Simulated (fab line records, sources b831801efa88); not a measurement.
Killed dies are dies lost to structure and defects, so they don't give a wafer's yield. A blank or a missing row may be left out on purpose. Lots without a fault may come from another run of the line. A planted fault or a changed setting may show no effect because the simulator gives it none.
One fault seen from 2 desks | flow sky130 | each desk has only its own numbers; what lay behind them comes last

THE METROLOGY DESK
What the gauges read, lot by lot, whatever tool the lot ran on: means of the sampled wafers that have a number. A lot is out of limits, marked OUT, if its mean lies more than 4 standard deviations from the usual mean; the brackets give that distance.
Columns: A = VIA3_BOW at SKY_VIA3_BOW_MEAS_03, usual 80 um; B = cd_nm at SKY_METAL4_CD_MEAS_13, usual 299.9 nm; C = METAL4_OVL at SKY_METAL4_OVL_MEAS_14, usual 0 nm
lot  | first seen here | A  | B               | C
L976 | day 38 12:40    | 71 | 299.5           | 5
L977 | day 38 15:41    | 70 | 298.5           | -2
L978 | day 39 06:50    | 89 | 296.4           | 0
L979 | day 39 20:31    | 79 | 300.8           | 7
L982 | day 40 21:34    | 79 | 301.7           | -2
L985 | day 41 05:08    | 80 | 299.0           | 7
L986 | day 41 16:50    | 79 | 298.5           | -3
L993 | day 44 09:37    | 86 | 300.5           | 3
L995 | day 44 10:37    | 82 | 298.3           | 8
L996 | day 44 10:46    | 80 | 170.4 (-81) OUT | -1
L997 | day 44 20:05    | 72 | 170.5 (-81) OUT | -2
L999 | day 45 02:21    | 71 | 300.1           | 1
This desk's finding: out of limits on L996, L997; first on L996, day 47 05:04 (cd_nm at SKY_METAL4_CD_MEAS_13). In limits: L976, L977, L978, L979, L982, L985, L986, L993, L995, L999.

THE TOOL OWNER'S DESK: krf_scanner-01
The tool's own readings at SKY_METAL4_EXPOSE_10 (exposes mask MM4, target cd 300 nm): means of the sampled wafers that have a number, for each lot that ran on this tool. A lot is out of limits, marked OUT, if its mean lies more than 4 standard deviations from the usual mean; the brackets give that distance.
Columns: A = stage_vel_mm_s at SKY_METAL4_EXPOSE_10, usual 499.94 mm/s
lot  | first seen here | A
L977 | day 41 08:29    | 499.72
L979 | day 42 11:55    | 500.18
L982 | day 43 11:04    | 500.01
L986 | day 44 03:41    | 499.78
L995 | day 46 18:50    | 499.95
L996 | day 46 19:19    | 499.79
L997 | day 47 01:33    | 499.98
This desk's finding: nothing out of limits on any of the 7 lots.

PUT TOGETHER
The metrology desk could have raised an alarm at day 47 05:04, on L996, L997.
The tool owner's desk saw nothing out of limits.
The tool owner's desk has L996, L997 on record, within its limits.
Of the lots named, all ran SKY_METAL4_EXPOSE_10 on krf_scanner-01.

WHAT THE SIMULATOR HAD PUT IN
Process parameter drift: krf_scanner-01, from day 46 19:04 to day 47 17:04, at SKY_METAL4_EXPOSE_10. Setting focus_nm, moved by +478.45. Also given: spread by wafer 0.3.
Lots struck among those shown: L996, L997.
Hours from the fault's start to each desk's first reading out of limits: the metrology desk, 10.
